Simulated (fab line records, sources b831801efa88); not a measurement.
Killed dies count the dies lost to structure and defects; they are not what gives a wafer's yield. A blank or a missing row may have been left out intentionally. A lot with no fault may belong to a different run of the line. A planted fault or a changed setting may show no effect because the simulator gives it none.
Struck lot and sound lot, side by side	flow sky130	43 steps out of a route of 708
Sound: these wafers, L901.2, L901.3, L901.6. The struck wafers were L910.3, L910.5, L910.6. At the end, the cause is stated.
Order at every step that has rows: each side's tool, ch and its chambers, its first start. Under that, the readings that differ: sound wafers	struck wafers	difference of the means	sigmas: that difference in standard deviations of wafers without a fault.
alike: same words and numbers on both sides, and readings whose means sit less than 2 such deviations apart. not compared: any withheld reading, any reading some wafer has no value for, any bound like >300 that may hide the same value, and any number with overlapping values for which the record gives no deviation.
The two part at a step that has a row with sigmas, a row that says differs or no value, or rows on one side only. Non-overlapping numbers with no deviation appear without sigmas and do not part them. A reading missing from all wafers of one side parts the sides only when that side holds two or more wafers.

SKY_POLY_GATE_THK_MEAS_04:
  sound: filmMetro-04 at day 17 04:13; struck: filmMetro-04 at day 20 09:19
  alike: POLY_GATE_CVD_03_THK
then, 8 steps without rows for these wafers: SKY_POLY_GATE_DEHYDRATE_05 (time 60 s); SKY_POLY_GATE_HMDS_06 (prime time 60 s); SKY_POLY_GATE_COAT_07 (resist thk 110 nm); SKY_POLY_GATE_COAT_08 (resist thk 450 nm); SKY_POLY_GATE_SOFTBAKE_09 (time 90 s); SKY_POLY_GATE_EXPOSE_10 (exposes mask P1M, target cd 150 nm); SKY_POLY_GATE_PEB_11; SKY_POLY_GATE_DEVELOP_12 (develop time 60 s).
SKY_POLY_GATE_CD_MEAS_13: target cd 150 nm.
  sound: cdSem-01 at day 18 09:34; struck: cdSem-01 at day 21 15:35
reading	sound	struck	difference	sigmas
cdNm (nm)	147.7 147.8 146.1	150.0 150.8 149.3	+2.8	+2
SKY_POLY_GATE_OVL_MEAS_14:
  sound: overlay-02 at day 18 09:40; struck: overlay-02 at day 21 15:41
  alike: POLY_GATE_OVL
SKY_POLY_GATE_ETCH_15: etches BARC in N2/H2, stops on SiO2, time 118.5 s, target depth 110 nm.
  sound on rieDiel-04 ch 2,3, day 18 09:41; struck on rieDiel-02 ch 0,1, day 21 15:42
  alike: drypumpMotorCurrentA, oesProductAu, throttleValvePct
  not compared: rfHoursCounterH
SKY_POLY_GATE_ETCH_16: etches Si3N4 in CH3F/O2, stops on poly-Si, time 147.5 s, target depth 75 nm.
  sound on rieDiel-04 ch 2,3, day 18 09:47; struck on rieDiel-02 ch 0,1, day 21 15:47
  alike: ch3fFlowSccm, drypumpMotorCurrentA, oesProductAu, throttleValvePct
  not compared: rfHoursCounterH
SKY_POLY_GATE_ETCH_17: etches poly-Si in HBr/Cl2, stops on SiO2, target depth 180 nm, time 70.5 s.
  sound on rieSi-01 ch 0,1,2, day 18 09:53; struck on rieSi-02 ch 0,2,3, day 21 15:53
  alike: drypumpMotorCurrentA, oesProductAu, throttleValvePct
  not compared: rfHoursCounterH
SKY_POLY_GATE_STRIP_18: strips in O2/N2.
  sound on plasmaAsher-02 ch 0,1, day 18 09:56; struck on plasmaAsher-02 ch 0,1, day 21 15:58
  alike: drypumpMotorCurrentA, oesProductAu, stripTimeToEndpointS
  not compared: rfHoursCounterH
then, 2 steps without rows for these wafers: SKY_POLY_GATE_CLEAN_19 (cleans in SC1/SC2, time 150 s); SKY_POLY_GATE_OXIDATION_20 (stabilise 600 s, purge 300 s, target thk 4 nm).
SKY_POLY_GATE_THK_MEAS_21:
  sound: filmMetro-04 at day 18 13:26; struck: filmMetro-02 at day 21 17:47
  alike: POLY_GATE_OXIDATION_THK
SKY_POLY_GATE_CD_MEAS_22:
  sound: cdSem-01 at day 18 13:30; struck: cdSem-01 at day 21 17:52
  alike: cdNm
then, 7 steps without rows for these wafers: SKY_LDD_N_DEHYDRATE_00 (time 60 s); SKY_LDD_N_HMDS_01 (prime time 60 s); SKY_LDD_N_COAT_02 (resist thk 300 nm); SKY_LDD_N_SOFTBAKE_03 (time 60 s); SKY_LDD_N_EXPOSE_04 (exposes mask NTM, target cd 840 nm); SKY_LDD_N_PEB_05; SKY_LDD_N_DEVELOP_06 (develop time 60 s).
SKY_LDD_N_OVL_MEAS_07:
  sound: overlay-02 at day 19 21:14; struck: overlay-02 at day 23 01:00
  alike: LDD_N_OVL
then, 8 steps without rows for these wafers: SKY_LDD_N_IMPLANT_08; SKY_LDD_N_IMPLANT_09; SKY_LDD_N_IMPLANT_10; SKY_LDD_N_IMPLANT_11; SKY_LDD_N_IMPLANT_12; SKY_LDD_N_IMPLANT_13; SKY_LDD_N_IMPLANT_14; SKY_LDD_N_IMPLANT_15.
SKY_LDD_N_STRIP_16: strips in O2/N2.
  sound on plasmaAsher-01 ch 1, day 19 22:28; struck on plasmaAsher-01 ch 0,1, day 23 02:16
  alike: drypumpMotorCurrentA, oesProductAu, stripTimeToEndpointS
  not compared: rfHoursCounterH
SKY_LDD_N_TW_MEAS_17:
  sound: filmMetro-03 at day 19 22:35; struck: filmMetro-01 at day 23 02:20
reading	sound	struck	difference	sigmas
LDD_N_TW	2624 2621 2618	2587 2578 2592	-35	-2
then, 5 steps without rows for these wafers: SKY_LDD_P_DEHYDRATE_00 (time 60 s); SKY_LDD_P_HMDS_01 (prime time 60 s); SKY_LDD_P_COAT_02 (resist thk 1140 nm); SKY_LDD_P_SOFTBAKE_03 (time 60 s); SKY_LDD_P_EXPOSE_04 (exposes mask PSDM, target cd 380 nm).
-- record jumps: 26 days separate the struck wafers' starts on either side; left off in module LDD_P, taken up again in module PAD_OPEN, whose first shown step is the route's number 708 --
SKY_PAD_OPEN_PROBE_99:
  sound: prober-01 at day 47 07:31; struck: prober-02 at day 49 09:40
reading	sound	struck	difference	sigmas
killedAtFrontEnd	21 7 12	33 50 32	+25	+6
killedDies	98 85 90	103 121 109	+20	+2
killedOnRim	17 15 13	25 27 23	+10	+3
  alike: killed_at_M0_to_M3, killed_at_M4_up, killedAtContacts, killedAtOther, killedOpen, killedShort

## WHERE THEY PART
At SKY_POLY_GATE_CD_MEAS_13 first; at SKY_PAD_OPEN_PROBE_99 last (within this record only).

WHY: whatever the simulator had introduced
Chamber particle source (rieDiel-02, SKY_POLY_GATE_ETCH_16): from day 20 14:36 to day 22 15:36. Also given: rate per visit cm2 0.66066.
